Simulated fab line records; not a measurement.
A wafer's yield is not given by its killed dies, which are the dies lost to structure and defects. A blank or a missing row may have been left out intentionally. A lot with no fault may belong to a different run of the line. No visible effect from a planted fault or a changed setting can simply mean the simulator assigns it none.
fab line records	flow sky130
[record] lots = 12	wafers = 35	lastDay = 50
route steps=708 shown SPACER@305 POLY_CUT@315 SD_P@329 PAD_OPEN@708
lots that met no fault: from a run of the same line without faults
startH: hours from the record's first day to the start of the lot's first wafer shown	waitH: how many hours have passed since the lot's step before this one	" repeats the value in the row above	L1.1+2: one row covering several wafers at once	- value missing, or start not given	* or withheld: withheld	< > ~ a bound
route shown NAME@n: names a module that has steps shown in the file, with the first one's number in the route	usual: mean and standard deviation over wafers with no fault	same: alike in all rows	chamber/n: place in a boat	sites: each site's reading	_std_site: their standard deviation	_edge_site: the outer-site mean with the inner-site mean subtracted	radiusMm: how far each site lies from the wafer's centre	mask NAME#n: copy n	behind: the tool/chamber that last shaped the wafer	hold: why the lot was held/for how many hours/how that ended	device: the transistor (n, p or np) that didn't switch	end of line: at the end of the route, the tests of the same wafers	a step without rows: its recipe alone	killed: not the wafer's yield, but the dies lost to structure and defects at the first sort	map: a wafer's dies, x killed, . not, _ none there
set.NAME: setting as actually run; set.NAME@STEP: the setting as run at that earlier step	model.NAME: the simulator's own value behind a step, which no gauge read
steps of the route over a sample of lots; a table a step, a row a wafer
services: when a tool's chamber went out of use (startH, in hours from the record's first day, below 0 if earlier), for how many hours, and the reason
[[steps]]
[step SKY_SPACER_THK_MEAS_01]
[recipe] reads = Si3N4_of_SPACER_CVD_00
[usual] SPACER_CVD_00_THK = 43.1/0.34
lot.wafer	tool	chamber	startH	waitH	SPACER_CVD_00_THK[nm]
L279.1	filmMetro-02	-	519.48	0.0	43.1
L279.2	"	-	"	"	43.1
L279.3	"	-	"	"	43.3
L280.1	filmMetro-02	-	535.06	0.0	43.2
L280.2	"	-	"	"	43.5
L280.6	"	-	"	"	43.6
L282.1	filmMetro-03	-	574.95	0.0	43.7
L282.3	"	-	"	"	43.8
L282.6	"	-	"	"	43.6
L281.2	filmMetro-02	-	574.96	0.0	42.8
L281.3	"	-	"	"	43.0
L281.5	"	-	"	"	42.7
L286.1	filmMetro-03	-	588.48	0.0	42.3
L286.4	"	-	"	"	42.8
L286.5	"	-	"	"	42.6
L287.1	filmMetro-02	-	594.36	0.0	42.6
L287.5	"	-	"	"	43.2
L287.6	"	-	"	"	42.8
L289.1	filmMetro-01	-	615.37	0.0	43.1
L289.4	"	-	"	"	43.0
L289.6	"	-	"	"	43.2
L291.4	filmMetro-02	-	641.81	0.0	43.2
L291.5	"	-	"	"	43.2
L291.6	"	-	"	"	43.4
L293.4	filmMetro-03	-	647.35	0.0	42.5
L293.5	"	-	"	"	42.5
L293.6	"	-	"	"	42.4
L294.3	filmMetro-02	-	653.38	0.0	42.8
L294.4	"	-	"	"	43.0
L301.1	filmMetro-01	-	709.65	0.0	43.2
L301.2	"	-	"	"	43.3
L301.5	"	-	"	"	43.0
L302.2	filmMetro-02	-	716.12	0.0	43.4
L302.3	"	-	"	"	43.3
L302.5	"	-	"	"	43.2
[step SKY_SPACER_ETCHBACK_02]
[recipe] chemistry = CH3F/O2	target = Si3N4	stopOn = SiO2	sourceW = 400	biasW = 80	pressureMtorr = 25	ch3fFlowSccm = 40	O2_flow_sccm = 30	timeS = 46.7	targetDepthA = 450
[usual] drypumpMotorCurrentA = 5.8/0.45	oesProductAu = 0.856/0.0057	throttleValvePct = 10.563/0.0087
lot.wafer	tool	chamber	startH	waitH	drypumpMotorCurrentA	oesProductAu	rfHoursCounterH	throttleValvePct
L279.1	rieDiel-01	2	519.54	0.1	5.8	0.853	1	10.564
L279.2	"	1	"	"	5.0	0.862	16	10.570
L279.3	"	0	"	"	6.0	0.862	3	10.570
L280.1	rieDiel-04	1	535.12	0.1	6.2	0.859	1	10.555
L280.2	"	2	"	"	5.7	0.859	6	10.558
L280.6	"	1	"	"	6.2	0.860	-	10.552
L281.2	rieDiel-02	3	575.01	0.0	5.5	0.847	5	10.544
L281.3	"	1	"	"	4.9	0.852	3	10.575
L281.5	"	3	"	"	5.5	0.853	-	10.571
L282.1	rieDiel-04	1	575.01	0.1	6.2	0.864	1	10.568
L282.3	"	3	"	"	6.6	0.866	0	10.568
L282.6	"	2	"	"	5.7	0.862	-	10.567
L286.1	rieDiel-01	2	588.54	0.1	5.8	0.848	2	10.556
L286.4	"	3	"	"	6.1	0.851	3	10.564
L286.5	"	1	"	"	5.0	0.853	-	10.564
L287.1	rieDiel-04	2	594.42	0.1	5.7	0.857	7	10.568
L287.5	"	2	"	"	5.7	0.855	-	10.563
L287.6	"	1	"	"	6.2	0.848	-	10.559
L289.1	rieDiel-01	2	615.43	0.1	5.8	0.862	3	10.577
L289.4	"	0	"	"	6.0	0.852	5	10.557
L289.6	"	3	"	"	6.1	0.857	-	10.564
L291.4	rieDiel-01	1	641.84	0.0	5.0	0.862	19	10.557
L291.5	"	2	"	"	5.8	0.849	-	10.565
L291.6	"	3	"	"	6.1	0.853	-	10.569
L293.4	rieDiel-01	0	647.38	0.0	6.0	0.846	5	10.566
L293.5	"	3	"	"	6.1	0.844	-	10.560
L293.6	"	0	"	"	6.0	0.852	-	10.552
L294.3	rieDiel-01	0	653.42	0.0	6.0	0.853	6	10.574
L294.4	"	2	"	"	5.8	0.852	4	10.565
L301.1	rieDiel-02	1	709.71	0.1	4.9	0.862	6	10.583
L301.2	"	2	"	"	5.7	0.861	11	10.565
L301.5	"	1	"	"	5.0	0.851	-	10.548
L302.2	rieDiel-01	2	716.17	0.0	5.7	0.859	5	10.561
L302.3	"	0	"	"	6.0	0.860	7	10.565
L302.5	"	3	"	"	6.1	0.859	-	10.563
[step SKY_POLY_CUT_CD_MEAS_08]
[recipe] targetCdNm = 270
[usual] cdNm = 270.2/1.6
lot.wafer	tool	chamber	startH	waitH	cdNm
L279.1	cdSem-02	-	549.13	-	270.8
L279.2	"	-	"	"	271.2
L279.3	"	-	"	"	272.3
L280.1	cdSem-01	-	564.59	-	272.8
L280.2	"	-	"	"	272.3
L280.6	"	-	"	"	271.7
L282.1	cdSem-02	-	604.23	-	272.4
L282.3	"	-	"	"	273.4
L282.6	"	-	"	"	271.9
L281.2	cdSem-02	-	604.37	-	268.7
L281.3	"	-	"	"	269.1
L281.5	"	-	"	"	269.0
L286.1	cdSem-02	-	618.38	-	269.7
L286.4	"	-	"	"	270.1
L286.5	"	-	"	"	270.7
L287.1	cdSem-02	-	622.95	-	267.7
L287.5	"	-	"	"	267.8
L287.6	"	-	"	"	267.9
L289.1	cdSem-02	-	644.64	-	269.1
L289.4	"	-	"	"	267.9
L289.6	"	-	"	"	267.9
L291.4	cdSem-02	-	670.02	-	269.6
L291.5	"	-	"	"	270.0
L291.6	"	-	"	"	270.4
L293.4	cdSem-02	-	675.12	-	268.5
L293.5	"	-	"	"	270.0
L293.6	"	-	"	"	269.4
L294.3	cdSem-02	-	680.93	-	268.7
L294.4	"	-	"	"	269.7
L301.1	cdSem-01	-	736.93	-	270.5
L301.2	"	-	"	"	271.8
L301.5	"	-	"	"	271.1
L302.2	cdSem-01	-	743.10	-	271.0
L302.3	"	-	"	"	271.4
L302.5	"	-	"	"	269.1
[step SKY_SD_P_IMPLANT_09]
[recipe] species = BF2	energyKev = 20	doseCm2 = 3e+15	tiltDeg = 0
[usual] endStationPressureTorr = 1.35e-05/1.4e-06
lot.wafer	tool	chamber	startH	waitH	endStationPressureTorr
L279.1	implanter-04	0	577.54	0.0	1.19e-05
L279.2	"	0	"	"	1.27e-05
L279.3	"	0	"	"	1.18e-05
L280.1	implanter-01	0	593.71	0.0	1.23e-05
L280.2	"	0	"	"	1.38e-05
L280.6	"	0	"	"	1.22e-05
L282.1	implanter-03	0	634.09	0.0	1.62e-05
L282.3	"	0	"	"	1.51e-05
L282.6	"	0	"	"	1.59e-05
L281.2	implanter-03	0	634.54	0.0	1.5e-05
L281.3	"	0	"	"	1.54e-05
L281.5	"	0	"	"	1.57e-05
L286.1	implanter-04	0	647.26	0.0	1.27e-05
L286.4	"	0	"	"	1.28e-05
L286.5	"	0	"	"	1.26e-05
L287.1	implanter-04	0	651.94	0.0	1.21e-05
L287.5	"	0	"	"	1.21e-05
L287.6	"	0	"	"	1.15e-05
L289.1	implanter-01	0	672.54	0.0	1.27e-05
L289.4	"	0	"	"	1.26e-05
L289.6	"	0	"	"	1.25e-05
L291.4	implanter-03	0	698.67	0.1	1.48e-05
L291.5	"	0	"	"	1.63e-05
L291.6	"	0	"	"	1.67e-05
L293.4	implanter-01	0	703.69	0.1	1.17e-05
L293.5	"	0	"	"	1.27e-05
L293.6	"	0	"	"	1.21e-05
L294.3	implanter-03	0	709.34	0.1	1.49e-05
L294.4	"	0	"	"	1.51e-05
L301.1	implanter-01	0	763.71	0.0	1.31e-05
L301.2	"	0	"	"	1.26e-05
L301.5	"	0	"	"	1.36e-05
L302.2	implanter-01	0	769.77	0.0	1.38e-05
L302.3	"	0	"	"	1.46e-05
L302.5	"	0	"	"	1.38e-05
[step SKY_SD_P_STRIP_10]
[recipe] chemistry = O2/N2	powerW = 1400	pressureMtorr = 1500	platenTempC = withheld	o2FlowSccm = 3000	n2FlowSccm = 300	overashFraction = 0.5
[usual] drypumpMotorCurrentA = 5.7/0.59	oesProductAu = 0.617/0.0049	stripTimeToEndpointS = 17.51/0.037
lot.wafer	tool	chamber	startH	waitH	drypumpMotorCurrentA	oesProductAu	rfHoursCounterH	stripTimeToEndpointS
L279.1	plasmaAsher-03	0	577.69	0.1	5.2	0.609	43	17.47
L279.2	"	1	"	"	6.5	0.612	43	17.49
L279.3	"	0	"	"	5.1	0.613	-	17.47
L280.1	plasmaAsher-04	1	593.86	0.1	5.2	0.620	80	17.51
L280.2	"	0	"	"	6.2	0.625	80	17.50
L280.6	"	0	"	"	6.1	0.613	-	17.49
L282.1	plasmaAsher-03	0	634.24	0.1	5.2	0.614	49	17.48
L282.3	"	0	"	"	5.2	0.612	-	17.49
L282.6	"	0	"	"	5.2	0.615	-	17.50
L281.2	plasmaAsher-03	0	634.66	0.1	5.2	0.621	49	17.47
L281.3	"	1	"	"	6.5	0.617	-	17.50
L281.5	"	0	"	"	5.2	0.624	-	17.50
L286.1	plasmaAsher-03	1	647.41	0.1	6.6	0.618	51	17.59
L286.4	"	0	"	"	5.2	0.612	-	17.57
L286.5	"	1	"	"	6.5	0.620	-	17.51
L287.1	plasmaAsher-04	1	652.09	0.1	5.2	0.615	86	17.54
L287.5	"	1	"	"	5.2	0.610	-	17.55
L287.6	"	0	"	"	6.2	0.621	-	17.55
L289.1	plasmaAsher-02	0	672.69	0.1	6.1	0.619	24	17.50
L289.4	"	1	"	"	5.1	0.609	-	17.51
L289.6	"	0	"	"	6.1	0.610	-	17.49
L291.4	plasmaAsher-03	0	698.78	0.1	5.2	0.616	-	17.54
L291.5	"	0	"	"	5.2	0.613	-	17.52
L291.6	"	1	"	"	6.5	0.614	-	17.51
L293.4	plasmaAsher-04	1	703.79	0.1	5.2	0.621	-	17.58
L293.5	"	0	"	"	6.1	0.608	-	17.56
L293.6	"	1	"	"	5.2	0.624	-	17.54
L294.3	plasmaAsher-02	1	709.48	0.1	5.1	0.612	-	17.37
L294.4	"	0	"	"	6.0	0.618	-	17.36
L301.1	plasmaAsher-04	0	763.86	0.1	6.2	0.620	96	17.53
L301.2	"	1	"	"	5.1	0.619	96	17.52
L301.5	"	1	"	"	5.2	0.622	-	17.50
L302.2	plasmaAsher-04	1	769.89	0.1	5.2	0.620	96	17.53
L302.3	"	0	"	"	6.1	0.611	-	17.51
L302.5	"	1	"	"	5.2	0.620	-	17.47
[step SKY_PAD_OPEN_PROBE_99]
[usual] killed_at_M0_to_M3 = 43/7.2	killed_at_M4_up = 3.3/1.8	killedAtContacts = 23/5.5	killedAtFrontEnd = 16/5.1	killedAtOther = 0.4/0.65	killedDies = 85/10	killedOpen = 46/7.1	killedShort = 38/7.2
[same] grossDies = 492	killedAtBackSide = 0
lot.wafer	tool	chamber	startH	waitH	killed_at_M0_to_M3	killed_at_M4_up	killedAtContacts	killedAtFrontEnd	killedAtOther	killedDies	killedOpen	killedShort
L279.1	prober-02	-	1068.58	0.1	41	1	27	19	0	88	48	40
L279.2	prober-02	-	1068.63	0.1	28	3	23	9	0	63	35	28
L279.3	prober-02	-	1068.68	0.2	39	2	19	20	0	80	43	37
L287.1	prober-01	-	1118.33	0.1	48	3	22	22	2	97	52	45
L287.5	prober-01	-	1118.53	0.2	41	4	17	14	0	76	45	30
L287.6	prober-01	-	1118.58	0.2	48	3	19	10	0	80	39	41
L289.1	prober-01	-	1135.59	0.1	38	3	21	4	0	66	40	26
L289.4	prober-01	-	1135.74	0.2	36	2	30	8	0	76	44	31
L289.6	prober-01	-	1135.84	0.2	42	4	22	12	1	81	45	36
L291.4	prober-01	-	1150.52	0.2	42	3	20	13	1	79	31	48
L291.5	prober-01	-	1150.57	0.2	42	3	24	25	1	95	51	43
L291.6	prober-01	-	1150.62	0.2	48	1	27	15	0	91	47	43
L302.2	prober-02	-	1193.18	0.1	42	1	32	19	1	95	56	38
L302.3	prober-02	-	1193.23	0.2	42	1	20	18	0	81	48	33
L302.5	prober-02	-	1193.33	0.2	33	6	21	17	0	77	37	40
// killed by level:class
L279.1 CONTACT:geometricParticle:open=15 METAL2:geometricParticle:short=8 LI_CONTACT:geometricParticle:open=7 FIELD_ISO:geometricParticle:short=5 POLY_GATE:geometricParticle:short=5 VIA1:geometricParticle:open=5 VIA2:geometricParticle:open=5 VIA3:geometricParticle:open=5
L279.2 CONTACT:geometricParticle:open=9 VIA3:geometricParticle:open=8 CONTACT:geometricParticle:short=5 LI_CONTACT:geometricParticle:short=4 VIA1:geometricParticle:open=4 POLY_GATE:geometricParticle:open=3 LOCAL_INTERCONNECT:geometricParticle:short=3 METAL1:geometricParticle:short=3
L279.3 VIA1:geometricParticle:open=11 FIELD_ISO:geometricParticle:open=8 CONTACT:geometricParticle:short=8 VIA2:geometricParticle:open=8 FIELD_ISO:geometricParticle:short=6 VIA3:geometricParticle:open=6 LI_CONTACT:geometricParticle:open=4 VIA2:geometricParticle:short=4
L287.1 CONTACT:geometricParticle:open=10 VIA1:geometricParticle:open=9 VIA2:geometricParticle:open=9 FIELD_ISO:geometricParticle:open=6 FIELD_ISO:geometricParticle:short=6 LI_CONTACT:geometricParticle:open=5 METAL2:geometricParticle:short=5 VIA3:geometricParticle:short=5
L287.5 VIA1:geometricParticle:open=7 CONTACT:geometricParticle:open=6 VIA2:geometricParticle:open=6 VIA1:geometricParticle:short=5 LI_CONTACT:geometricParticle:open=5 METAL2:geometricParticle:short=5 VIA3:geometricParticle:open=5 METAL2:geometricParticle:open=4
L287.6 VIA1:geometricParticle:open=11 METAL2:geometricParticle:short=10 CONTACT:geometricParticle:open=9 METAL1:geometricParticle:short=7 VIA3:geometricParticle:open=5 POLY_GATE:geometricParticle:open=4 LOCAL_INTERCONNECT:geometricParticle:short=3 CONTACT:geometricParticle:short=3
L289.1 VIA1:geometricParticle:open=13 LI_CONTACT:geometricParticle:open=9 METAL1:geometricParticle:short=7 CONTACT:geometricParticle:open=6 METAL2:geometricParticle:short=4 VIA3:geometricParticle:open=4 CONTACT:geometricParticle:short=3 VIA1:geometricParticle:short=3
L289.4 CONTACT:geometricParticle:open=14 VIA1:geometricParticle:open=11 LI_CONTACT:geometricParticle:open=7 METAL2:geometricParticle:short=5 LI_CONTACT:geometricParticle:short=4 VIA1:geometricParticle:short=4 VIA2:geometricParticle:short=4 VIA3:geometricParticle:open=4
L289.6 CONTACT:geometricParticle:open=11 VIA1:geometricParticle:open=10 VIA3:geometricParticle:open=8 VIA1:geometricParticle:short=6 METAL1:geometricParticle:short=5 METAL3:geometricParticle:short=5 FIELD_ISO:geometricParticle:open=4 POLY_GATE:geometricParticle:open=4
L291.4 METAL2:geometricParticle:short=10 LOCAL_INTERCONNECT:geometricParticle:short=7 VIA1:geometricParticle:open=7 LI_CONTACT:geometricParticle:open=5 CONTACT:geometricParticle:open=5 VIA2:geometricParticle:short=5 METAL1:geometricParticle:short=4 VIA2:geometricParticle:open=4
L291.5 CONTACT:geometricParticle:open=11 VIA1:geometricParticle:open=10 FIELD_ISO:geometricParticle:short=9 VIA3:geometricParticle:open=6 METAL1:geometricParticle:short=6 POLY_GATE:geometricParticle:open=5 LOCAL_INTERCONNECT:geometricParticle:short=5 VIA3:geometricParticle:short=5
L291.6 LI_CONTACT:geometricParticle:open=8 VIA2:geometricParticle:open=8 FIELD_ISO:geometricParticle:open=7 CONTACT:geometricParticle:short=7 METAL1:geometricParticle:short=7 VIA1:geometricParticle:open=6 FIELD_ISO:geometricParticle:short=5 CONTACT:geometricParticle:open=5
L302.2 CONTACT:geometricParticle:open=12 LI_CONTACT:geometricParticle:open=9 VIA1:geometricParticle:open=9 VIA3:geometricParticle:open=8 METAL1:geometricParticle:short=6 VIA1:geometricParticle:short=5 VIA2:geometricParticle:open=5 FIELD_ISO:geometricParticle:short=4
L302.3 VIA3:geometricParticle:open=9 VIA1:geometricParticle:open=8 FIELD_ISO:geometricParticle:open=6 LOCAL_INTERCONNECT:geometricParticle:short=5 CONTACT:geometricParticle:open=5 VIA2:geometricParticle:open=5 POLY_GATE:geometricParticle:open=4 LI_CONTACT:geometricParticle:open=4
L302.5 CONTACT:geometricParticle:open=11 VIA1:geometricParticle:open=7 VIA2:geometricParticle:open=7 METAL1:geometricParticle:short=6 FIELD_ISO:geometricParticle:open=5 METAL4:geometricParticle:short=5 FIELD_ISO:geometricParticle:short=4 LOCAL_INTERCONNECT:geometricParticle:short=4
[[services]]
tool	chamber	startH	hours	kind
rieDiel-04	1	498.22	4.5	repair
implanter-01	-	500.31	5.0	pm
rieDiel-04	3	505.09	5.8	repair
plasmaAsher-04	-	512.30	10.2	repair
implanter-01	-	513.53	5.1	repair
rieDiel-04	3	518.69	10.6	repair
rieDiel-01	-	522.08	0.5	repair
rieDiel-04	0	523.06	4.7	repair
rieDiel-01	0	539.95	9.0	repair
rieDiel-04	-	540.93	2.8	pm
rieDiel-01	3	576.54	7.7	repair
plasmaAsher-04	-	583.52	2.7	repair
plasmaAsher-04	-	584.69	3.2	repair
implanter-01	-	640.85	3.8	repair
rieDiel-01	2	659.95	17.0	repair
rieDiel-01	3	666.97	3.3	repair
implanter-03	-	668.08	12.9	pm
implanter-01	-	669.74	2.0	repair
implanter-03	-	689.00	3.7	repair
rieDiel-01	-	697.89	0.7	repair
plasmaAsher-04	-	714.39	14.6	pm
implanter-01	-	714.55	3.3	repair
rieDiel-01	2	730.63	6.1	repair
implanter-03	-	744.39	2.9	repair
[[key]]
[firstSign] step = SKY_SD_P_STRIP_10	reading = stripTimeToEndpointS	direction = down	sigmas = 4	usual = *	struck = *
effect none on later readings
metAt SKY_SD_P_IMPLANT_09
struckLots L294
struckWafers L294.3,L294.4
testerLeftOut L294
notActingAt SKY_SPACER_THK_MEAS_01,SKY_SPACER_ETCHBACK_02,SKY_POLY_CUT_CD_MEAS_08
onsetBetween 698.67 709.34
alsoFits SKY_SD_P_STRIP_10:plasmaAsher-02
[fault] kind = processParameterDrift	tool = implanter-03	chamber = -	onsetH = 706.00	steps = SKY_SD_P_IMPLANT_09	channel = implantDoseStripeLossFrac	offset = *	shape = step	endH = 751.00	scope = struckWafersOnly
// testerLeftOut: of these lots the tester's yield and bins aren't shown, on N5 and GAA mostly nor the transistor test; their killed dies are dies lost to structure and defects alone, not to doping, threshold or leakage, so they don't give the yield
